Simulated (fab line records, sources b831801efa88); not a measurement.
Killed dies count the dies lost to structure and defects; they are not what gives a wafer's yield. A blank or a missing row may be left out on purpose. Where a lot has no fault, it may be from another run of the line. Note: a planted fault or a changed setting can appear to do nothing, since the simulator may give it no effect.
Which of the tools did it?	flow sky130	11 lots, 33 wafers sampled, at 4 steps of a route of 708

## WHAT THE GAUGES SHOWED, per wafer
SKY_CONTACT_THK_MEAS_26: measures by xrf.
lot	measured	on	CONTACT_W_THK (nm)
L670	day 31 07:38	film metro-01	348 350 351
L672	day 32 06:00	film metro-03	353 357 354
L673	day 32 17:47	film metro-01	349 351 351
L674	day 33 13:38	film metro-01	348 341 345
L678	day 34 18:58	film metro-04	341 341 334
L682	day 36 07:02	film metro-03	350 353 348
L684	day 36 20:56	film metro-03	356 361 349
L687	day 37 18:33	film metro-04	345 338 343
L689	day 38 01:00	film metro-01	345 343 339
L690	day 38 05:16	film metro-04	348 345 339
L691	day 38 08:41	film metro-01	345 343 344

## TOOL THAT RAN EACH LOT (tool first, then ch and the chambers of the sampled wafers, then the start)
lot	SKY_SD_N_RTA_14	SKY_LI_CONTACT_ETCH_14	SKY_LI_CONTACT_STRIP_16
L670	rtp anneal-01 ch 0, day 27 14:35	rie diel-03 ch 0,1,3, day 28 19:57	plasma asher-03 ch 0,1, day 28 20:05
L672	rtp anneal-01 ch 0, day 28 13:53	rie diel-01 ch 0,1,3, day 29 18:57	plasma asher-01 ch 0, day 29 19:05
L673	rtp anneal-02 ch 0, day 29 02:03	rie diel-04 ch 0,1,3, day 30 07:32	plasma asher-02 ch 0,1, day 30 07:40
L674	rtp anneal-01 ch 0, day 29 22:44	rie diel-01 ch 0,3, day 31 03:55	plasma asher-01 ch 0,1, day 31 04:03
L678	rtp anneal-01 ch 0, day 31 05:32	rie diel-03 ch 0,2,3, day 32 09:38	plasma asher-02 ch 0,1, day 32 09:46
L682	rtp anneal-02 ch 0, day 32 17:39	rie diel-03 ch 0,1,3, day 33 22:19	plasma asher-02 ch 0,1, day 33 22:27
L684	rtp anneal-02 ch 0, day 33 08:05	rie diel-04 ch 1,2,3, day 34 12:06	plasma asher-03 ch 0,1, day 34 12:14
L687	rtp anneal-01 ch 0, day 34 07:20	rie diel-04 ch 1,2,3, day 35 10:57	plasma asher-02 ch 0,1, day 35 11:05
L689	rtp anneal-02 ch 0, day 34 12:37	rie diel-04 ch 0,1,2, day 35 16:53	plasma asher-03 ch 0,1, day 35 17:01
L690	rtp anneal-01 ch 0, day 34 18:05	rie diel-01 ch 0,2,3, day 35 21:26	plasma asher-03 ch 0,1, day 35 21:34
L691	rtp anneal-02 ch 0, day 34 19:38	rie diel-03 ch 0,1,3, day 35 22:43	plasma asher-02 ch 0,1, day 35 22:51
- SKY_SD_N_RTA_14: time 2 s.
- SKY_LI_CONTACT_ETCH_14: etches BARC in N2/H2, stops on SiO2, time 45.9 s, target depth 60 nm.
- SKY_LI_CONTACT_STRIP_16: strips in O2/N2.

## WHAT THE TOOLS THEMSELVES READ (means of the sampled wafers that have a number; where no wafer has one, the mark that the record gives instead)
SKY_SD_N_RTA_14.
lot	tool	lamp power pct (%)	wafer_temp_C_max
L670	rtp anneal-01	15.76	1077.9
L672	rtp anneal-01	15.74	1077.0
L673	rtp anneal-02	15.69	1077.9
L674	rtp anneal-01	15.70	1078.4
L678	rtp anneal-01	15.68	1078.2
L682	rtp anneal-02	15.69	1078.1
L684	rtp anneal-02	15.74	1077.4
L687	rtp anneal-01	15.74	1077.7
L689	rtp anneal-02	15.68	1077.5
L690	rtp anneal-01	15.77	1077.7
L691	rtp anneal-02	15.71	1077.6

SKY_LI_CONTACT_ETCH_14.
lot	tool	bias w (W)	chamber pressure mTorr (mTorr)	drypump motor current A (A)	oes product au (a.u.)	run length s (s)	throttle valve pct (%)
L670	rie diel-03	101.3	29.994	5.9	0.852	73.9	13.222
L672	rie diel-01	101.3	30.019	6.0	0.856	74.0	13.227
L673	rie diel-04	101.0	29.982	5.3	0.857	74.1	13.221
L674	rie diel-01	101.2	30.007	5.8	0.856	73.8	13.212
L678	rie diel-03	101.2	30.029	5.8	0.855	73.8	13.223
L682	rie diel-03	101.3	29.992	5.9	0.850	73.8	13.228
L684	rie diel-04	101.3	29.986	5.6	0.855	73.7	13.224
L687	rie diel-04	-	29.992	5.6	1.011	49.1	13.224
L689	rie diel-04	-	29.998	5.5	1.010	48.8	13.239
L690	rie diel-01	101.1	29.987	5.9	0.856	74.5	13.221
L691	rie diel-03	101.3	30.012	5.9	0.857	73.9	13.224

SKY_LI_CONTACT_STRIP_16.
lot	tool	chamber pressure mTorr (mTorr)	drypump motor current A (A)	oes product au (a.u.)	strip time to endpoint s (s)
L670	plasma asher-03	1501.2	6.24	0.379	3.493
L672	plasma asher-01	1500.0	6.16	0.375	3.489
L673	plasma asher-02	1499.8	5.67	0.375	3.484
L674	plasma asher-01	1500.7	6.14	0.381	3.507
L678	plasma asher-02	1500.6	5.67	0.377	3.473
L682	plasma asher-02	1501.3	5.67	0.376	3.472
L684	plasma asher-03	1501.2	6.22	0.376	3.478
L687	plasma asher-02	1500.5	5.81	0.384	3.743
L689	plasma asher-03	1499.2	5.99	0.391	3.768
L690	plasma asher-03	1499.6	6.24	0.376	3.508
L691	plasma asher-02	1499.9	5.68	0.375	3.478

## THE ANSWER, worked out from the rows above alone
Rule: what is usual is taken from the lots themselves. The widest of any qualifying gaps counts: lots, ordered by their means at a reading, are off when they make up no more than a third of the lots, leave a main group of 4 or more, and stand apart from it by 3 or more times the standard deviation of that group's means. A main group is skipped when, at the precision printed for the reading in the tables above, its means are all equal. Also off: a lot with no number at a reading for which 4 or more lots have one. All remaining lots with rows at the step are treated as sound. The gauges are gone through in route order, then the tools' own readings, and for those a lot's mean is taken as printed above. At the first step where some lot is off, the reading lying furthest off is the one used; lots without a number count as furthest.
Off, at SKY_LI_CONTACT_ETCH_14 on bias w: L687, L689. Without a number there: L687, L689. Main group: mean 101.2 W, sd 0.1.
If a tool, at that step or one of the process steps before it, ran each lot that is off and ran no sound lot following the first of them, it fits. One candidate fits, namely rie diel-04 at SKY_LI_CONTACT_ETCH_14. Its last sound lot is L684 (day 34 12:06), its first lot that is off L687 (day 35 10:57): a fault that began between those two fits.
The tool's own readings at SKY_LI_CONTACT_ETCH_14 bear it out: on the lots that are off they differ by more than 5 times the standard deviation of the sound lots' means. oes product au reads 1.010 a.u. there against 0.855 a.u. on the sound lots; run length s reads 49.0 s there against 73.9 s on the sound lots.
Blank at SKY_LI_CONTACT_ETCH_14 on the lots that are off, where sound lots have numbers: bias w.

## WHAT HAD BEEN PUT IN BY THE SIMULATOR
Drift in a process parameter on rie diel-04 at SKY_LI_CONTACT_ETCH_14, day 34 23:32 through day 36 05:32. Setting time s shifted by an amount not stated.
Shown lots that were struck: L687, L689. The rule given above showed the same thing.
